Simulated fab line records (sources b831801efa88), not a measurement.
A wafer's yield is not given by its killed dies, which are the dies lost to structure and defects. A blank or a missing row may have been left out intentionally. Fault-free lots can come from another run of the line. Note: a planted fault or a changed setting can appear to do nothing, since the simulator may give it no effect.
Which tool was responsible?	flow sky130	14 lots, 42 wafers sampled, at 4 steps of a route of 708

## WHAT THE GAUGES SHOWED, per wafer
SKY_NWELL_TW_MEAS_15.
lot	measured	on	NWELL_TW
L984	day 4 11:10	filmMetro-04	1813 1808 1803
L985	day 4 22:56	filmMetro-02	1793 1789 1792
L986	day 4 23:15	filmMetro-03	1789 1791 1780
L988	day 5 12:07	filmMetro-04	1815 1813 1818
L989	day 5 20:30	filmMetro-04	1803 1805 1812
L991	day 6 06:00	filmMetro-02	1794 1801 1791
L992	day 6 11:45	filmMetro-02	1798 1790 1799
L993	day 6 14:10	filmMetro-02	1788 1785 1799
L994	day 7 00:18	filmMetro-02	1798 1796 1789
L998	day 7 21:27	filmMetro-02	1788 1793 1789
L100	day 8 12:18	filmMetro-02	1802 1805 1800
L101	day 8 17:03	filmMetro-02	1802 1805 1808
L105	day 9 14:22	filmMetro-03	1788 1784 1775
L106	day 10 01:25	filmMetro-02	1798 1811 1795

SKY_VT_ADJUST_NCORE_CD_MEAS_07 targets a cd of 380 nm.
lot	measured	on	cdNm (nm)
L984	day 8 09:12	cdSem-01	379.4 379.6 380.2
L985	day 9 00:20	cdSem-01	382.4 381.2 380.5
L986	day 9 01:19	cdSem-01	381.7 381.4 383.1
L988	day 9 16:02	cdSem-01	385.4 385.4 384.1
L989	day 10 03:07	cdSem-01	380.3 379.5 378.7
L991	day 10 14:55	cdSem-01	373.3 373.7 373.9
L992	day 10 23:07	cdSem-01	379.5 375.9 377.5
L993	day 11 00:26	cdSem-01	379.8 378.5 378.4
L994	day 11 13:49	cdSem-02	374.2 375.3 375.1
L998	day 12 15:46	cdSem-02	380.2 382.8 378.4
L100	day 13 10:34	cdSem-01	381.6 380.6 381.8
L101	day 13 16:52	cdSem-02	378.0 378.6 378.5
L105	day 14 17:35	cdSem-01	379.4 383.6 382.9
L106	day 15 05:44	cdSem-02	378.4 379.4 380.0

## TOOL THAT RAN EACH LOT (tool first, then ch and the chambers of the sampled wafers, then the start)
lot	SKY_FIELD_ISO_ETCH_14	SKY_NWELL_IMPLANT_13
L984	rieDiel-02 ch 0,1,2, day 2 04:47	implanter-01 ch 0, day 4 10:57
L985	rieDiel-03 ch 2,3, day 2 10:50	implanter-03 ch 0, day 4 22:44
L986	rieDiel-01 ch 1,3, day 2 13:45	implanter-01 ch 0, day 4 23:00
L988	rieDiel-03 ch 0,1,3, day 3 04:05	implanter-01 ch 0, day 5 11:52
L989	rieDiel-02 ch 0,2, day 3 11:45	implanter-01 ch 0, day 5 20:15
L991	rieDiel-01 ch 1,2,3, day 3 18:11	implanter-01 ch 0, day 6 05:45
L992	rieDiel-01 ch 0,1,3, day 3 21:59	implanter-03 ch 0, day 6 11:30
L993	rieDiel-02 ch 2,3, day 4 03:11	implanter-04 ch 0, day 6 13:56
L994	rieDiel-02 ch 0,1,3, day 4 07:57	implanter-04 ch 0, day 7 00:03
L998	rieDiel-02 ch 3, day 5 06:11	implanter-04 ch 0, day 7 21:12
L100	rieDiel-02 ch 0,2, day 5 17:21	implanter-04 ch 0, day 8 12:03
L101	rieDiel-02 ch 1,2,3, day 5 21:14	implanter-04 ch 0, day 8 16:48
L105	rieDiel-01 ch 0,1,2, day 6 17:26	implanter-03 ch 0, day 9 14:08
L106	rieDiel-02 ch 0,2,3, day 6 23:20	implanter-03 ch 0, day 10 01:11
- SKY_FIELD_ISO_ETCH_14: etches BARC in N2/H2, stops on SiO2, time 45.9 s, target depth 60 nm.
- SKY_NWELL_IMPLANT_13

## WHAT THE TOOLS THEMSELVES READ (means of the sampled wafers that have a number; where no wafer has one, the mark that the record gives instead)
SKY_FIELD_ISO_ETCH_14.
lot	tool	drypumpMotorCurrentA (A)	oesProductAu (a.u.)	throttleValvePct (%)
L984	rieDiel-02	6.3	0.853	13.223
L985	rieDiel-03	5.4	0.857	13.222
L986	rieDiel-01	5.7	0.858	13.223
L988	rieDiel-03	5.5	0.853	13.221
L989	rieDiel-02	6.1	0.854	13.220
L991	rieDiel-01	5.6	0.857	13.226
L992	rieDiel-01	5.6	0.853	13.222
L993	rieDiel-02	5.9	0.853	13.226
L994	rieDiel-02	6.4	0.852	13.228
L998	rieDiel-02	6.0	0.850	13.221
L100	rieDiel-02	6.4	0.860	13.221
L101	rieDiel-02	6.0	0.858	13.215
L105	rieDiel-01	5.6	0.851	13.234
L106	rieDiel-02	6.2	0.858	13.222

SKY_NWELL_IMPLANT_13.
lot	tool	doseIonsCm2	faradayCurrentUA
L984	implanter-01	7.000e+11	3.93
L985	implanter-03	7.000e+11	3.96
L986	implanter-01	7.001e+11	3.95
L988	implanter-01	7.001e+11	3.98
L989	implanter-01	6.995e+11	3.96
L991	implanter-01	7.002e+11	3.95
L992	implanter-03	7.008e+11	4.02
L993	implanter-04	7.010e+11	3.90
L994	implanter-04	6.991e+11	3.91
L998	implanter-04	6.086e+11	3.45
L100	implanter-04	6.085e+11	3.39
L101	implanter-04	6.089e+11	3.48
L105	implanter-03	7.001e+11	3.96
L106	implanter-03	6.998e+11	3.95

## THE ANSWER, worked out from the rows above alone
Rule: usual is defined by the lots themselves. The widest of any qualifying gaps counts: lots, ordered by their means at a reading, are off when they make up no more than a third of the lots, leave a main group of 4 or more, and stand apart from it by 3 or more times the standard deviation of that group's means. A main group is skipped when, at the precision printed for the reading in the tables above, its means are all equal. Also off: a lot with no number at a reading for which 4 or more lots have one. Where the step has rows for the other lots, those lots are counted as sound. After the gauges, taken in route order, come the tools' own readings; for these a lot's mean is taken, as printed above. At the first step where some lot is off, the reading lying furthest off is the one used; lots without a number count as furthest.
Off at SKY_NWELL_IMPLANT_13 (doseIonsCm2): L998, L100, L101. The main group has a mean of 7.001e+11 with a standard deviation of 5e+08.
If a tool, at that step or one of the process steps before it, ran each lot that is off and ran no sound lot following the first of them, it fits. One candidate fits, namely implanter-04 at SKY_NWELL_IMPLANT_13. Its last sound lot is L994 (day 7 00:03), its first lot that is off L998 (day 7 21:12): a fault that began between those two fits.
The tool's own readings at SKY_NWELL_IMPLANT_13 bear it out: on the lots that are off they differ by more than 5 times the standard deviation of the sound lots' means. doseIonsCm2 reads 6.087e+11 there against 7.001e+11 on the sound lots; faradayCurrentUA reads 3.44 there against 3.95 on the sound lots.

## WHAT WAS PUT IN BY THE SIMULATOR
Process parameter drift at SKY_NWELL_IMPLANT_13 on implanter-04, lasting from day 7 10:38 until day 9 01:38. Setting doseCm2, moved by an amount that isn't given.
Struck lots among those shown: L998, L100, L101. The rule above found the same.
